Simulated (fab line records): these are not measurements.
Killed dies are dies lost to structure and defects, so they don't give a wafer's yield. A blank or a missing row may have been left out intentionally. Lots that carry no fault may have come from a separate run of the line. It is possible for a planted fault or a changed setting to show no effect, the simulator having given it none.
Chamber matching    flow sky130    4 sister chambers for SKY_FIELD_ISO_ETCH_17 on rie si-01
The step etches Si in HBr/Cl2/O2, target depth 342 nm, time 97.7 s. 14 wafers are shown with their chamber, then 7 later ones without.

== WAFERS PAIRED WITH THEIR CHAMBERS ==
wafer   chamber  drypump motor current A (A)  oes product au (a.u.)  run length s (s)
L735.1  3        5.8                          0.991                  125.9
L735.3  1        6.0                          0.965                  126.3
L735.5  3        5.8                          1.005                  126.1
L736.3  0        5.9                          1.008                  126.4
L736.5  3        5.8                          0.996                  125.7
L736.6  2        4.7                          0.985                  125.7
L740.1  3        5.8                          1.009                  125.7
L740.2  2        4.8                          0.991                  126.2
L740.4  0        5.9                          1.019                  126.2
L741.1  0        5.9                          1.009                  126.0
L741.3  2        4.7                          0.993                  125.7
L741.6  0        6.0                          1.025                  126.3
L744.1  2        4.7                          0.991                  125.9
L744.5  1        6.0                          0.983                  126.2

SIGNATURES, as means of the wafers listed above
reading                  chamber 0  chamber 1  chamber 2  chamber 3  scatter within a chamber
drypump motor current A  5.925      6.000      4.725      5.800      0.0387
oes product au           1.01525    0.97400    0.99000    1.00025    0.00776
run length s             126.225    126.250    125.875    125.850    0.192
Rule: distance of a wafer from a chamber = root of the sum over the readings of ((wafer's reading minus chamber's mean) / reading's scatter) squared. The wafer belongs to the nearest chamber; if the next one is less than 2 further off, it can't be placed. The scatter: the root of (the sum of the squares of (reading less its chamber's mean) over the shown wafers, divided by (wafers less chambers)).

== WAFERS MISSING THEIR CHAMBER ==
wafer   drypump motor current A (A)  oes product au (a.u.)  run length s (s)
L744.6  5.9                          1.012                  126.4
L750.1  5.9                          0.978                  126.9
L750.2  4.7                          0.987                  125.3
L750.3  5.9                          1.001                  126.1
L752.1  6.0                          0.976                  126.4
L752.2  5.9                          1.000                  126.8
L752.5  4.7                          0.993                  125.4

== WHICH CHAMBER EACH WENT THROUGH ==
wafer   from the rows above           in truth
L744.6  0                             0
L750.1  can't be placed: 1 or 0       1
L750.2  2                             2
L750.3  can't be placed: 0 or 3       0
L752.1  1                             1
L752.2  can't be placed: 0 or 1 or 3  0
L752.5  2                             2
Correct placement for 4 of the 7. Can't be placed from these rows: 3 (the true chamber is among the candidates in 3). Wrongly placed: 0.
